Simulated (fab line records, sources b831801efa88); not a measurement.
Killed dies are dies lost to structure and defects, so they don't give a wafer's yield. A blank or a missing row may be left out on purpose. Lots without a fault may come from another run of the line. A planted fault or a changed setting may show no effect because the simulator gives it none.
One fault seen from 2 desks | flow gf180mcu | each desk has only its own numbers; what lay behind them comes last

THE TOOL OWNER'S DESK: cmp-02
The tool's own readings at GF_V4_CMP_04 (polishes SiO2): means of the sampled wafers that have a number, for each lot that ran on this tool. A lot is out of limits, marked OUT, if its mean lies more than 4 standard deviations from the usual mean; the brackets give that distance.
Columns: A = head_pressure_psi at GF_V4_CMP_04, usual 3.999 psi; B = motor_current_A at GF_V4_CMP_04, usual 11.6 A; C = time_to_endpoint_s at GF_V4_CMP_04, usual 81 s
lot  | first seen here | A     | B    | C
L474 | day 23 09:34    | 3.996 | 11.5 | 77
L477 | day 24 18:08    | 4.000 | 11.0 | 83
L478 | day 25 04:00    | 3.992 | 11.5 | 77
L479 | day 25 14:48    | 3.997 | 11.4 | 78
L481 | day 26 04:35    | 3.993 | 11.3 | 71
L484 | day 27 00:07    | 3.999 | 10.9 | 77
L493 | day 29 12:38    | 4.007 | 11.9 | 82
L495 | day 30 05:19    | 4.003 | 11.6 | 91
This desk's finding: nothing out of limits on any of the 8 lots.

THE METROLOGY DESK
What the gauges read, lot by lot, whatever tool the lot ran on: means of the sampled wafers that have a number. A lot is out of limits, marked OUT, if its mean lies more than 4 standard deviations from the usual mean; the brackets give that distance.
Columns: A = M4_ALCU_RS at GF_M4_RS_MEAS_05, usual 0.0695 ohm/sq; B = V4_BOW at GF_V4_BOW_MEAS_05, usual 137 um
lot  | first seen here | A      | B
L474 | day 22 10:11    | 0.0688 | 142
L477 | day 23 18:58    | 0.0706 | 131
L478 | day 24 05:23    | 0.0693 | 137
L479 | day 24 16:02    | 0.0702 | 138
L480 | day 24 17:35    | 0.0697 | 133
L481 | day 25 06:23    | 0.0690 | 139
L483 | day 26 01:41    | 0.0697 | 140
L484 | day 26 02:37    | 0.0693 | 142
L493 | day 28 16:48    | 0.0694 | 143
L495 | day 29 09:37    | 0.0697 | 131
L497 | day 29 15:47    | 0.0698 | 143
This desk's finding: nothing out of limits on any of the 11 lots.

PUT TOGETHER
The tool owner's desk saw nothing out of limits.
The metrology desk saw nothing out of limits.

WHAT THE SIMULATOR HAD PUT IN
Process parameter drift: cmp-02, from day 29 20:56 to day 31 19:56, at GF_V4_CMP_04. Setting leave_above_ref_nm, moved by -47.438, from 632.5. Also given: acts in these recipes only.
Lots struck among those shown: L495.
